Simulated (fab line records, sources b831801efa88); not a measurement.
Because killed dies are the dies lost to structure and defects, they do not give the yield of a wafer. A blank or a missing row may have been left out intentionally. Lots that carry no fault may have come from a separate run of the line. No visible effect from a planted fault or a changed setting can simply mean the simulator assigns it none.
fab line records	flow gf180mcu
[record] lots = 6	wafers = 18	last_day = 32
route steps=602 shown V4@494 MIM@503
lots that met no fault: taken from a fault-free run of the same line
start_h: the number of hours between the record's first day and the start of the first shown wafer of the lot	wait_h: time in hours since the lot's previous step	" repeats the value in the row above	L1.1+2: one row covering several wafers at once	- either no value or no given start	* or withheld: withheld	< > ~ a bound
route shown NAME@n: NAME is a module with steps in the file, n the number in the route of the first one	usual: mean/standard deviation taken from wafers without a fault	same: alike in all rows	chamber/n: place in a boat	sites: per-site readings	_std_site: standard deviation across them	_edge_site: the outer-site mean with the inner-site mean subtracted	radius_mm: for every site, how far away it sits from the centre of the wafer	mask NAME#n: copy n	behind: the tool/chamber that last shaped the wafer	hold: what put the lot on hold/how long, in hours/how the hold closed	device: the n, p or np transistor that did not switch	end of line: the same wafers' tests at the end of the route	a step without rows: its recipe alone	killed: count of dies lost to structure and defects at first sort (not the wafer's yield)	map: the dies of a wafer, with x for killed, . for not killed, _ for no die there
set.NAME: setting as actually run; set.NAME@STEP: the setting as run at that earlier step	model.NAME: the simulator's own value behind a step, which no gauge read
a table for each step, a row for each wafer; lots at some steps of the route
services: the hour from which a tool's chamber was out of use, counted from the record's first day as start_h (under 0 if before that day), plus the number of hours and why
[[steps]]
[step GF_V4_STRIP_18]
[recipe] chemistry = O2/N2	power_w = 1400	pressure_mtorr = 1500	platen_temp_c = 250	o2_flow_sccm = 3000	n2_flow_sccm = 300	overash_fraction = 0.5
[step GF_V4_STRIP_19]
[recipe] chemistry = post_etch_residue_remover	time_s = 1200	temp_c = 72.5
[step GF_V4_CLEAN_20]
[recipe] chemistry = DIW	dry = n2_spin
[step GF_V4_SPUTTER_21]
[recipe] material = Ti	target_thk_nm = 15	chamber_pressure_pa = 5	power_w = 2500	substrate_temp_c = 200	time_s = 80.02
[step GF_V4_SPUTTER_22]
[recipe] material = TiN	target_thk_nm = 10	chamber_pressure_pa = 5	power_w = 4000	time_s = 40
[usual] cathode_dc_power_W = 4000.1/0.75	chamber_pressure_pa = 5.000/0.0091	throttle_valve_pct = 29.8/1.3
lot.wafer	tool	chamber	start_h	wait_h	cathode_dc_power_W	chamber_pressure_pa	throttle_valve_pct
L352.1	pvd_sputter-03	-	572.18	0.0	4001.3	4.994	30.9
L352.3	"	-	"	"	4000.5	4.994	29.1
L352.4	"	-	"	"	4001.6	4.984	31.8
L355.1	pvd_sputter-03	-	599.59	0.0	3999.4	4.984	30.7
L355.4	"	-	"	"	4000.8	4.994	29.5
L355.5	"	-	"	"	4000.0	4.996	30.6
L357.2	pvd_sputter-02	-	607.66	0.0	4000.5	5.006	31.0
L357.3	"	-	"	"	3999.7	4.999	28.0
L357.5	"	-	"	"	4000.4	5.009	30.7
L358.2	pvd_sputter-02	-	611.26	0.0	3999.5	4.991	30.9
L358.3	"	-	"	"	4000.2	5.005	31.2
L358.4	"	-	"	"	4000.4	4.994	31.4
L365.1	pvd_sputter-02	-	667.39	0.0	3999.6	4.990	28.1
L365.5	"	-	"	"	3999.8	5.003	28.0
L365.6	"	-	"	"	4000.0	5.000	31.4
L367.2	pvd_sputter-04	-	677.76	0.0	4000.4	4.994	29.4
L367.3	"	-	"	"	3999.8	4.997	29.6
L367.6	"	-	"	"	4000.9	4.999	29.9
[step GF_V4_CVD_23]
[recipe] material = W	target_thk_nm = 350	time_s = 104.9	temp_c = 400	pressure_torr = 40
[usual] heater_power_w = 812/86
lot.wafer	tool	chamber	start_h	wait_h	heater_power_w
L352.1	cvd_w-01	1	572.22	0.0	763
L352.3	"	1	"	"	744
L352.4	"	0	"	"	937
L355.1	cvd_w-02	0	599.63	0.0	714
L355.4	"	0	"	"	715
L355.5	"	1	"	"	840
L357.2	cvd_w-02	0	607.70	0.0	707
L357.3	"	1	"	"	844
L357.5	"	0	"	"	703
L358.2	cvd_w-01	1	611.34	0.1	743
L358.3	"	1	"	"	766
L358.4	"	1	"	"	746
L365.1	cvd_w-02	0	667.43	0.0	711
L365.5	"	0	"	"	703
L365.6	"	1	"	"	858
L367.2	cvd_w-01	0	677.80	0.0	945
L367.3	"	0	"	"	930
L367.6	"	1	"	"	750
[step GF_V4_RS_MEAS_24]
[recipe] thk_meas_gauge = four-point-probe	reads = W_of_V4_CVD_23+TiN_of_V4_SPUTTER_22+Ti_of_V4_SPUTTER_21
[usual] V4_W_RS = 0.327/0.0032
lot.wafer	tool	chamber	start_h	wait_h	V4_W_RS[ohm/sq]
L352.1	film_metro-01	-	572.33	0.1	0.331
L352.3	"	-	"	"	0.329
L352.4	"	-	"	"	0.327
L355.1	film_metro-04	-	599.74	0.1	0.327
L355.4	"	-	"	"	0.329
L355.5	"	-	"	"	0.332
L357.2	film_metro-03	-	607.84	0.1	0.328
L357.3	"	-	"	"	0.331
L357.5	"	-	"	"	0.327
L358.2	film_metro-04	-	611.54	0.2	0.328
L358.3	"	-	"	"	0.332
L358.4	"	-	"	"	0.331
L365.1	film_metro-03	-	667.55	0.1	0.323
L365.5	"	-	"	"	0.324
L365.6	"	-	"	"	0.326
L367.2	film_metro-03	-	677.94	0.1	0.321
L367.3	"	-	"	"	0.324
L367.6	"	-	"	"	0.325
[step GF_V4_THK_MEAS_25]
[recipe] thk_meas_gauge = xrf	reads = W_of_V4_CVD_23
[usual] V4_W_THK = 360/5.9
lot.wafer	tool	chamber	start_h	wait_h	V4_W_THK[nm]
L352.1	film_metro-01	-	572.45	0.1	354
L352.3	"	-	"	"	353
L352.4	"	-	"	"	356
L355.1	film_metro-04	-	599.86	0.1	367
L355.4	"	-	"	"	362
L355.5	"	-	"	"	361
L357.2	film_metro-03	-	607.95	0.1	355
L357.3	"	-	"	"	355
L357.5	"	-	"	"	360
L358.2	film_metro-04	-	611.65	0.1	360
L358.3	"	-	"	"	355
L358.4	"	-	"	"	362
L365.1	film_metro-03	-	667.67	0.1	360
L365.5	"	-	"	"	357
L365.6	"	-	"	"	356
L367.2	film_metro-03	-	678.05	0.1	368
L367.3	"	-	"	"	362
L367.6	"	-	"	"	361
[step GF_V4_CMP_26]
[recipe] stop_on = SiO2	down_force_psi = 3.5	platen_rpm = 60	t_overpolish_s = 15	target_thk_nm = 0	pad_velocity_m_s = 0.94248
[usual] edge_zone_pressure_frac = 1.000/0.0051	motor_current_A = 9.8/1	overpolish_run_s = 15.000/0.0092	time_to_endpoint_s = 85.6/2.5
lot.wafer	tool	chamber	start_h	wait_h	edge_zone_pressure_frac	motor_current_A	overpolish_run_s	time_to_endpoint_s
L352.1	cmp-01	0	572.51	0.1	0.994	10.3	15.006	83.8
L352.4	"	2	"	"	0.993	8.3	14.995	88.8
L352.3	"	3	"	"	0.991	8.0	15.004	85.7
L355.1	cmp-02	3	599.97	0.1	0.997	10.3	14.999	86.5
L355.4	"	0	"	"	1.006	9.5	14.998	86.9
L355.5	"	2	"	"	0.998	11.2	14.982	83.9
L357.3	cmp-01	2	608.00	0.0	1.007	8.7	15.008	88.0
L357.2	"	0	"	"	0.993	10.3	15.006	81.8
L357.5	"	3	"	"	1.002	8.4	14.991	87.5
L358.2	cmp-02	3	611.70	0.0	1.000	10.8	14.997	84.1
L358.3	"	0	"	"	0.996	10.0	15.012	85.7
L358.4	"	1	"	"	0.999	9.9	14.971	79.0
L365.1	cmp-01	0	667.78	0.1	1.003	10.1	15.006	87.4
L365.6	"	3	"	"	0.997	8.3	15.016	87.4
L365.5	"	0	"	"	0.998	10.5	15.009	84.7
L367.3	cmp-02	3	678.15	0.1	1.005	10.7	14.995	85.6
L367.2	"	1	"	"	0.997	9.8	14.994	83.6
L367.6	"	3	"	"	1.007	10.4	14.983	84.5
[step GF_MIM_SPUTTER_00]
[recipe] material = Ti	target_thk_nm = 37.5	arriving_ion_energy_ev = 80	substrate_temp_c = 200	chamber_pressure_pa = 2	power_w = 4000	time_s = 150
[usual] cathode_dc_power_W = 4000.1/0.7	chamber_pressure_pa = 2.000/0.0042	throttle_valve_pct = 29.7/1.5
lot.wafer	tool	chamber	start_h	wait_h	cathode_dc_power_W	chamber_pressure_pa	throttle_valve_pct
L352.1	pvd_sputter-04	-	572.81	0.2	4000.2	2.002	27.3
L352.3	"	-	"	"	4001.0	2.001	29.4
L352.4	"	-	"	"	4000.7	1.997	29.4
L355.1	pvd_sputter-02	-	600.22	0.2	3999.5	2.004	31.0
L355.4	"	-	"	"	4000.0	2.002	30.5
L355.5	"	-	"	"	4000.4	2.000	28.1
L357.2	pvd_sputter-02	-	608.30	0.1	4000.4	2.001	30.9
L357.3	"	-	"	"	3999.9	2.005	28.1
L357.5	"	-	"	"	3999.7	2.000	31.2
L358.2	pvd_sputter-01	-	612.00	0.2	4000.2	2.000	32.1
L358.3	"	-	"	"	3998.9	1.998	29.4
L358.4	"	-	"	"	4000.0	1.998	30.8
L365.1	pvd_sputter-04	-	668.03	0.2	3999.7	2.002	29.5
L365.5	"	-	"	"	3999.6	2.004	29.2
L365.6	"	-	"	"	4001.2	2.000	27.1
L367.2	pvd_sputter-04	-	678.40	0.1	3999.4	2.000	30.5
L367.3	"	-	"	"	4000.8	2.000	29.4
L367.6	"	-	"	"	4000.5	2.005	29.5
[step GF_MIM_SPUTTER_01]
[recipe] material = TiN	target_thk_nm = 30	power_w = 6500	time_s = 25	chamber_pressure_pa = 0.4
[step GF_MIM_SPUTTER_02]
[recipe] material = AlCu	target_thk_nm = 450	power_w = 10600	time_s = 23.9	chamber_pressure_pa = 0.4
[usual] cathode_dc_power_W = 10600/2	chamber_pressure_pa = 0.4001/0.00081	throttle_valve_pct = 29.8/1.5
lot.wafer	tool	chamber	start_h	wait_h	cathode_dc_power_W	chamber_pressure_pa	throttle_valve_pct
L352.1	pvd_sputter-04	-	572.95	0.0	10595	0.3994	27.6
L352.3	"	-	"	"	10599	0.3984	29.5
L352.4	"	-	"	"	10604	0.3997	29.4
L355.1	pvd_sputter-02	-	600.35	0.0	10597	0.3987	30.7
L355.4	"	-	"	"	10601	0.4003	30.8
L355.5	"	-	"	"	10603	0.4006	27.9
L357.2	pvd_sputter-02	-	608.43	0.0	10603	0.3986	30.8
L357.3	"	-	"	"	10598	0.3989	27.9
L357.5	"	-	"	"	10601	0.4005	31.3
L358.2	pvd_sputter-01	-	612.13	0.0	10598	0.4002	32.0
L358.3	"	-	"	"	10600	0.3995	29.6
L358.4	"	-	"	"	10598	0.3998	30.8
L365.1	pvd_sputter-04	-	668.16	0.0	10600	0.4014	29.1
L365.5	"	-	"	"	10601	0.3999	29.4
L365.6	"	-	"	"	10602	0.4002	27.4
L367.2	pvd_sputter-04	-	678.53	0.0	10599	0.3998	30.4
L367.3	"	-	"	"	10595	0.3993	29.4
L367.6	"	-	"	"	10601	0.4021	29.4
[step GF_MIM_SPUTTER_03]
[recipe] material = Ti	target_thk_nm = 10	substrate_temp_c = 300	chamber_pressure_pa = 0.3	power_w = 3000	time_s = 6.7
[usual] cathode_dc_power_W = 2999.9/0.6	chamber_pressure_pa = 0.3000/0.0006	throttle_valve_pct = 29.7/1.5
lot.wafer	tool	chamber	start_h	wait_h	cathode_dc_power_W	chamber_pressure_pa	throttle_valve_pct
L352.1	pvd_sputter-04	-	572.98	0.0	2999.5	0.3005	27.4
L352.3	"	-	"	"	2999.6	0.2996	29.7
L352.4	"	-	"	"	3000.1	0.3000	29.4
L355.1	pvd_sputter-02	-	600.38	0.0	2999.4	0.3009	31.0
L355.4	"	-	"	"	2998.8	0.2992	30.5
L355.5	"	-	"	"	3000.3	0.2996	28.2
L357.2	pvd_sputter-02	-	608.46	0.0	-	-	-
L357.3	"	-	"	"	-	-	-
L357.5	"	-	"	"	-	-	-
L358.2	pvd_sputter-01	-	612.16	0.0	-	-	-
L358.3	"	-	"	"	-	-	-
L358.4	"	-	"	"	-	-	-
L365.1	pvd_sputter-04	-	668.19	0.0	3000.0	0.3005	29.7
L365.5	"	-	"	"	3000.9	0.3003	29.6
L365.6	"	-	"	"	2999.3	0.3014	27.3
L367.2	pvd_sputter-04	-	678.56	0.0	2999.8	0.2998	30.3
L367.3	"	-	"	"	2998.6	0.2993	29.2
L367.6	"	-	"	"	3000.4	0.3008	29.6
[step GF_MIM_SPUTTER_04]
[recipe] material = TiN	target_thk_nm = 50	power_w = 6500	time_s = 41.7	chamber_pressure_pa = 0.4
[[services]]
tool	chamber	start_h	hours	kind
cmp-01	-	551.87	5.5	pm
cmp-02	-	572.15	4.0	pm
cmp-02	-	576.15	-	consumable_replace:conditioner
cmp-02	-	576.15	-	consumable_replace:pad
pvd_sputter-04	-	576.97	2.0	repair
cmp-01	-	596.46	0.3	repair
cvd_w-01	0	606.12	10.3	repair
pvd_sputter-04	-	607.49	4.6	repair
pvd_sputter-03	-	616.74	0.5	repair
cvd_w-02	0	622.93	3.8	repair
cmp-02	-	635.30	8.2	pm
pvd_sputter-04	-	660.01	0.6	repair
[[key]]
[first_sign] step = GF_MIM_SPUTTER_03	reading = tool_record	direction = missing
effect none on later readings
met_at GF_MIM_SPUTTER_03
struck_wafers L357.2,L357.3,L357.5,L358.2,L358.3,L358.4
later_rows_left_out L357.2,L357.3,L357.5,L358.2,L358.3,L358.4
sort_left_out L357.2,L357.3,L357.5,L358.2,L358.3,L358.4
onset_between 600.38 608.46
[fault] kind = skipped_step_whole	tool = pvd_sputter-01,pvd_sputter-02	chamber = -	onset_h = 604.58	steps = GF_MIM_SPUTTER_03	scope = struck_lots_only
// sort_left_out: the simulated sort isn't trusted on such a fault, so these wafers' sort isn't shown, and their yield isn't known
// later_rows_left_out: the simulator's readings of these wafers behind a module that went badly wrong aren't trusted and aren't shown, but for the sort
